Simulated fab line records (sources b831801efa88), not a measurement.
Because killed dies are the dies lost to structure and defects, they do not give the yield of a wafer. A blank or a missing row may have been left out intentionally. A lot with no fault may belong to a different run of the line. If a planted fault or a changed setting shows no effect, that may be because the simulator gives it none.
What tool caused it? | flow sfqLine | Sampling: 14 lots, 42 wafers, 4 of 325 route steps

== WHAT EACH GAUGE READ, for each wafer ==
SFQ_I1_BOW_MEAS_912. Usual: I1_BOW gives 2 um (standard deviation 8.7).
lot  | measured     | on           | I1_BOW (um) | flag
L792 | day 15 07:29 | filmMetro-01 | 6 6 11      | 
L793 | day 15 22:28 | filmMetro-01 | -3 11 4     | 
L794 | day 16 16:10 | filmMetro-01 | 8 10 5      | 
L797 | day 17 15:10 | filmMetro-01 | -1 -11 -4   | 
L799 | day 18 00:09 | filmMetro-04 | -8 1 -4     | 
L800 | day 18 09:09 | filmMetro-02 | 4 22 12     | 
L802 | day 19 03:10 | filmMetro-01 | 5 2 7       | 
L803 | day 19 09:09 | filmMetro-01 | -4 -17 -12  | 
L804 | day 19 16:04 | filmMetro-02 | -2 -4 0     | 
L805 | day 19 21:08 | filmMetro-04 | -1 -5 6     | 
L810 | day 21 16:29 | filmMetro-01 | -7 -1 -12   | 
L812 | day 22 03:08 | filmMetro-02 | 16 6 5      | 
L814 | day 22 21:11 | filmMetro-04 | -7 6 7      | 
L815 | day 23 00:08 | filmMetro-04 | -1 14 3     | 

SFQ_M6_OVL_MEAS_940. Usual: M6_OVL gives 0 nm (standard deviation 5.2).
lot  | measured     | on         | M6_OVL (nm) | flag
L792 | day 65 19:35 | overlay-02 | 1 3 -2      | 
L793 | day 65 21:59 | overlay-02 | 5 -1 7      | 
L794 | day 69 01:35 | overlay-01 | 2 1 1       | 
L797 | day 69 05:29 | overlay-02 | 5 6 4       | 
L799 | day 73 05:05 | overlay-02 | -4 1 -4     | 
L800 | day 76 05:32 | overlay-01 | 1 0 0       | 
L802 | day 76 09:08 | overlay-01 | 4 2 3       | 
L803 | day 76 10:20 | overlay-01 | 2 10 2      | 
L804 | day 76 13:13 | overlay-02 | 12 -2 8     | 
L805 | day 76 15:36 | overlay-02 | 6 3 -2      | 
L810 | day 77 09:37 | overlay-02 | 0 8 2       | 
L812 | day 77 18:00 | overlay-02 | -2 2 -3     | 
L814 | day 77 23:34 | overlay-01 | -11 -2 -6   | 
L815 | day 78 01:57 | overlay-02 | -4 -11 -9   | 

== WHAT TOOL EACH LOT RAN ON (gives the tool, then ch and the chambers of the sampled wafers, and finally the start) ==
lot  | SFQ_TRILAYER_M2_BARC_OPEN_METAL_ETCH_077 | SFQ_TRILAYER_R5_STRIP_STRIP_140
L792 | rieMetal-04 ch 0,1, day 22 06:43         | rieMetal-01 ch 0,1, day 60 08:23
L793 | rieMetal-01 ch 1, day 22 20:55           | rieMetal-01 ch 0, day 60 14:23
L794 | rieMetal-04 ch 0,1, day 23 11:19         | rieMetal-01 ch 0,1, day 61 01:11
L797 | rieMetal-03 ch 0,1, day 24 16:08         | rieMetal-04 ch 0,1, day 64 00:25
L799 | rieMetal-01 ch 0,1, day 24 22:07         | rieMetal-01 ch 1, day 66 04:08
L800 | rieMetal-04 ch 0,1, day 24 23:19         | rieMetal-04 ch 1, day 66 06:07
L802 | rieMetal-04 ch 0,1, day 25 01:44         | rieMetal-04 ch 1, day 66 08:16
L803 | rieMetal-01 ch 1, day 25 02:55           | rieMetal-04 ch 1, day 66 10:28
L804 | rieMetal-04 ch 0,1, day 25 04:07         | rieMetal-03 ch 0,1, day 66 11:20
L805 | rieMetal-01 ch 0,1, day 25 05:19         | rieMetal-01 ch 0,1, day 66 13:44
L810 | rieMetal-03 ch 0,1, day 25 11:19         | rieMetal-04 ch 1, day 67 03:16
L812 | rieMetal-03 ch 0, day 25 13:43           | rieMetal-04 ch 0,1, day 67 17:20
L814 | rieMetal-03 ch 0,1, day 25 16:08         | rieMetal-04 ch 0,1, day 68 01:56
L815 | rieMetal-01 ch 0,1, day 25 17:19         | rieMetal-01 ch 0,1, day 68 10:08
- SFQ_TRILAYER_M2_BARC_OPEN_METAL_ETCH_077: etches BARC in O2, target depth 125 nm, time 41.7 s.
- SFQ_TRILAYER_R5_STRIP_STRIP_140: strips in O2.

== WHAT THE TOOLS THEMSELVES READ (means of the sampled wafers that have a number; where no wafer has one, the mark that the record gives instead) ==
SFQ_TRILAYER_M2_BARC_OPEN_METAL_ETCH_077. Usual: drypumpMotorCurrentA 5.4 A, standard deviation 0.48; oesProductAu 0.685 a.u., standard deviation 0.0047; runLengthS 70.2 s, standard deviation 0.36.
lot  | tool        | drypumpMotorCurrentA (A) | oesProductAu (a.u.) | runLengthS (s) | flag
L792 | rieMetal-04 | 5.1                      | 0.681               | 70.4           | 
L793 | rieMetal-01 | 5.4                      | 0.684               | 70.4           | 
L794 | rieMetal-04 | 5.2                      | 0.685               | 70.5           | 
L797 | rieMetal-03 | 5.5                      | 0.683               | 69.7           | 
L799 | rieMetal-01 | 5.3                      | 0.682               | 70.4           | 
L800 | rieMetal-04 | 5.3                      | 0.682               | 70.4           | 
L802 | rieMetal-04 | 5.1                      | 0.674               | 72.8           | OFF
L803 | rieMetal-01 | 5.4                      | 0.684               | 70.3           | 
L804 | rieMetal-04 | 5.1                      | 0.676               | 72.2           | OFF
L805 | rieMetal-01 | 5.4                      | 0.684               | 70.2           | 
L810 | rieMetal-03 | 5.5                      | 0.686               | 69.8           | 
L812 | rieMetal-03 | 5.1                      | 0.690               | 69.7           | 
L814 | rieMetal-03 | 5.5                      | 0.682               | 70.0           | 
L815 | rieMetal-01 | 5.4                      | 0.690               | 70.5           | 

SFQ_TRILAYER_R5_STRIP_STRIP_140. Usual: drypumpMotorCurrentA 5.4 A, standard deviation 0.34; oesProductAu 0.999 a.u., standard deviation 0.0071; platenTempC 40.01 C, standard deviation 0.12.
lot  | tool        | drypumpMotorCurrentA (A) | oesProductAu (a.u.) | platenTempC (C) | flag
L792 | rieMetal-01 | 5.4                      | 1.001               | 40.04           | 
L793 | rieMetal-01 | 5.3                      | 1.000               | 40.09           | 
L794 | rieMetal-01 | 5.4                      | 1.002               | 39.92           | 
L797 | rieMetal-04 | 5.3                      | 1.005               | 39.96           | 
L799 | rieMetal-01 | 5.4                      | 1.003               | 39.95           | 
L800 | rieMetal-04 | 5.4                      | 0.996               | 40.22           | 
L802 | rieMetal-04 | 5.5                      | 1.000               | 40.00           | 
L803 | rieMetal-04 | 5.5                      | 1.001               | 40.04           | 
L804 | rieMetal-03 | 5.5                      | 0.992               | 40.07           | 
L805 | rieMetal-01 | 5.4                      | 1.001               | 39.96           | 
L810 | rieMetal-04 | 5.5                      | 1.004               | 40.06           | 
L812 | rieMetal-04 | 5.2                      | 0.993               | 40.15           | 
L814 | rieMetal-04 | 5.1                      | 0.999               | 40.04           | 
L815 | rieMetal-01 | 5.3                      | 0.998               | 39.93           | 

== THE ANSWER, worked out from the rows above alone ==
Rule: take the mean of a lot's wafers that have a number; if it is more than 3 standard deviations from the usual mean, the lot is off. A lot without any number at a reading at which 4 lots or more have one is off too. The other lots that the step has rows for count as sound. Order of review: gauges by route order, followed by the tools' own readings, for which a lot's mean as printed above is used. At the first step where some lot is off, the reading lying furthest off is the one used; lots without a number count as furthest.
Off at SFQ_TRILAYER_M2_BARC_OPEN_METAL_ETCH_077 (runLengthS): L802, L804.
If a tool, at that step or one of the process steps before it, ran each lot that is off and ran no sound lot following the first of them, it fits. One fits: rieMetal-04 at SFQ_TRILAYER_M2_BARC_OPEN_METAL_ETCH_077. Its last sound lot is L800 (day 24 23:19), its first lot that is off L802 (day 25 01:44): a fault that began between those two fits.
On the lots that are off, the tool's own readings at SFQ_TRILAYER_M2_BARC_OPEN_METAL_ETCH_077 differ by more than 5 times the standard deviation of the sound lots' means, which bears it out; runLengthS reads 72.5 s there versus 70.2 s on the sound lots.

== WHAT THE SIMULATOR HAD INSERTED ==
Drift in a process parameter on rieMetal-04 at SFQ_TRILAYER_M2_BARC_OPEN_METAL_ETCH_077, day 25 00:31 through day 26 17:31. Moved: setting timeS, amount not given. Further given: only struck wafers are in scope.
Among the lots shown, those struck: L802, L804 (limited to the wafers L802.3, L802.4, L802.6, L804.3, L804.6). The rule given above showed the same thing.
